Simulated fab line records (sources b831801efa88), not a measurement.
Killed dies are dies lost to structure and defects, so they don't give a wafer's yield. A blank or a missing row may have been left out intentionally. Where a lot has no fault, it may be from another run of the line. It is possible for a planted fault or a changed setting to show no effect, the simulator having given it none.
8D (eight disciplines) problem report, filled in by code + flow sky130 + the parts of the form that need people (team, actions taken, sign-off) are left out

## 1. PROBLEM STATEMENT
On 2 wafers of 1 lot, strip_time_to_endpoint_s at SKY_PWDE_STRIP_09 has a mean of 16.55 s; fault-free wafers read 36.97 s, standard deviation 0.09. So: -99 or more standard deviations from the usual mean.
The step: strips in O2/N2.
First observed at day 7 13:20: wafer L381.1, on plasma_asher-03. The record holds 39 wafers of 13 lots with a number at this step. Rule for "out", or "out of limits": more than 4 standard deviations from the usual mean. The other wafers with a number count as sound.

## 2. WHAT IT IS, WHAT IT ISN'T
| question                    | is                       | is not                                                                          |
|-----------------------------|--------------------------|---------------------------------------------------------------------------------|
| which readings at this step | strip_time_to_endpoint_s | drypump_motor_current_A                                                         |
| which lots                  | L381                     | L365, L366, L368, L369, L372, L373, L374, L375, L379, L382, L386, L387          |
| which wafers of those lots  | L381.1, L381.6           | L381.5                                                                          |
| read on which tools         | plasma_asher-03          | plasma_asher-01, plasma_asher-04                                                |
| when                        | from day 7 13:20         | up to then (28 sound wafers); but 9 sound wafers of L382, L386, L387 came after |

## 3. SUSPECTS, AND WHAT RULES EACH OUT
Counting: any tool at a process step up to the reading remains a suspect provided it ran every lot that is out. Sound lots after the first of them don't rule it out here, since some wafers of a struck lot are sound.
- litho_track-01 at SKY_PWDE_COAT_02 (resist thk 3000 nm): kept. It ran the lot that is out, L381 (day 7 03:00); its last sound lot up to then is L375 (day 5 18:30).
- plasma_asher-03 at SKY_PWDE_STRIP_09 (strips in O2/N2): kept. It ran the lot that is out, L381 (day 7 13:20); its last sound lot up to then is L379 (day 7 03:45). Its own strip_time_to_endpoint_s readings are out on those wafers.
Remaining after the count are litho_track-01 at SKY_PWDE_COAT_02 and plasma_asher-03 at SKY_PWDE_STRIP_09.

## 4. THE CAUSE (what the simulator had put in)
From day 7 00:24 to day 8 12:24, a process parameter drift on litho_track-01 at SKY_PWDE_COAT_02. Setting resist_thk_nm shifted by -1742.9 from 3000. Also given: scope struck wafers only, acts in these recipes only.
After counting, 2 suspects remain, this tool included.

## 5. THE EFFECT CHAIN, in route order
Each row: a reading whose mean over the struck wafers that have a number lies more than 3 standard deviations from the usual. Only readings whose record carries a usual standard deviation are examined. hours: median over the lots of the time between each lot's start at the first step of this table that gives one and its start at this step. sigmas: the change, counted in usual standard deviations.
| hours | step              | reading                  | usual   | on struck wafers | change | sigmas      |
|-------|-------------------|--------------------------|---------|------------------|--------|-------------|
| 0     | SKY_PWDE_STRIP_09 | strip_time_to_endpoint_s | 36.97 s | 16.55            | -20.41 | -99 or more |
The process steps in it:
- SKY_PWDE_STRIP_09: strips in O2/N2.

## 6. HOW IT WOULD HAVE BEEN CAUGHT EARLIER
The fault began at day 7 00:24; the first out-of-limits reading in this record came at day 7 13:20, 13 hours later.
Of the tool readings at SKY_PWDE_COAT_02 for which the record gives a usual standard deviation, none was out on any struck wafer, so an alarm limit of 4 standard deviations on them would not have fired.
By day 7 13:20, every lot that is out (1) had started SKY_PWDE_COAT_02 on litho_track-01. Holding the tool at that point would not have protected any of them.
